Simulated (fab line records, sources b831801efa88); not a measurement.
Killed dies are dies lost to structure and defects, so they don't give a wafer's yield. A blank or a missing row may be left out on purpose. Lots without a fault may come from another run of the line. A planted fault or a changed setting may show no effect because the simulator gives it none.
A struck lot beside a sound one | flow sky130 | 18 steps out of a route of 708
Sound: wafers L180.1, L180.3, L180.6. Struck: wafers L183.2, L183.4, L183.6. The cause comes at the end.
At each step with rows: each side's tool, then ch and its chambers, then its first start. Under that, the readings that differ: sound wafers | struck wafers | difference of the means | sigmas: that difference in standard deviations of wafers without a fault.
alike: readings whose means differ by less than 2 such deviations, and words and numbers that are the same on both sides. not compared: withheld readings, readings that some wafer has no value for, bounds like >300 that may hide the same value, and numbers for which the record gives no deviation and whose values overlap.
The two part at a step that has a row with sigmas, a row that says differs or no value, or rows on one side only. Numbers that don't overlap but have no deviation are shown without sigmas and don't part them. A reading that every wafer of one side lacks parts them only if that side has two wafers or more.

first, 3 steps without rows for these wafers: SKY_LDD_P_EXPOSE_04 (exposes mask PSDM, target cd 380 nm); SKY_LDD_P_PEB_05; SKY_LDD_P_DEVELOP_06 (develop time 60 s).
SKY_LDD_P_CD_MEAS_07: target cd 380 nm.
  sound on cd_sem-01, day 26 13:32; struck on cd_sem-02, day 26 16:16
  alike: cd_nm
SKY_LDD_P_OVL_MEAS_08:
  sound on overlay-01, day 26 13:39; struck on overlay-01, day 26 16:22
  alike: LDD_P_OVL
then, 1 step without rows for these wafers: SKY_LDD_P_IMPLANT_09.
SKY_LDD_P_STRIP_10: strips in O2/N2.
  sound on plasma_asher-03 ch 1, day 26 13:50; struck on plasma_asher-04 ch 0, day 26 16:32
  alike: drypump_motor_current_A, oes_product_au, strip_time_to_endpoint_s
  not compared: rf_hours_counter_h
SKY_LDD_P_TW_MEAS_11:
  sound on film_metro-03, day 26 13:56; struck on film_metro-03, day 26 16:39
  alike: LDD_P_TW
then, 4 steps without rows for these wafers: SKY_LDD_HVN_DEHYDRATE_00 (time 60 s); SKY_LDD_HVN_HMDS_01 (prime time 60 s); SKY_LDD_HVN_COAT_02 (resist thk 300 nm); SKY_LDD_HVN_SOFTBAKE_03 (time 60 s).
SKY_LDD_HVN_EXPOSE_04: exposes mask HVNTM, target cd 700 nm.
  sound on iline_stepper-01 ch 0, day 27 04:52; struck on iline_stepper-02 ch 0, day 27 07:02
  reading                         | sound                | struck            | difference | sigmas
  model.LDD_HVN.overlay_x_nm (nm) | -0.148 -0.148 -0.148 | 53.56 53.56 53.56 | +53.71     |
  alike: mask
then, 2 steps without rows for these wafers: SKY_LDD_HVN_PEB_05; SKY_LDD_HVN_DEVELOP_06 (develop time 60 s).
SKY_LDD_HVN_OVL_MEAS_07:
  sound on overlay-01, day 27 18:38; struck on overlay-02, day 27 20:56
  reading          | sound       | struck         | difference | sigmas
  LDD_HVN_OVL (nm) | 1.7 1.3 1.9 | 53.4 54.0 54.1 | +52.2      | +37
then, 1 step without rows for these wafers: SKY_LDD_HVN_IMPLANT_08.
-- the record jumps here: 23 days lie between the struck wafers' starts before and after (it left off in module LDD_HVN and takes up again in module PAD_OPEN, whose first step shown is number 708 of the route) --
SKY_PAD_OPEN_PROBE_99:
  the record has rows for the struck wafers here (prober-01, day 50 21:22) and none for the sound ones

WHERE THEY PART
First at SKY_LDD_HVN_OVL_MEAS_07; last, within this record, at SKY_PAD_OPEN_PROBE_99.

WHY: what the simulator had put in
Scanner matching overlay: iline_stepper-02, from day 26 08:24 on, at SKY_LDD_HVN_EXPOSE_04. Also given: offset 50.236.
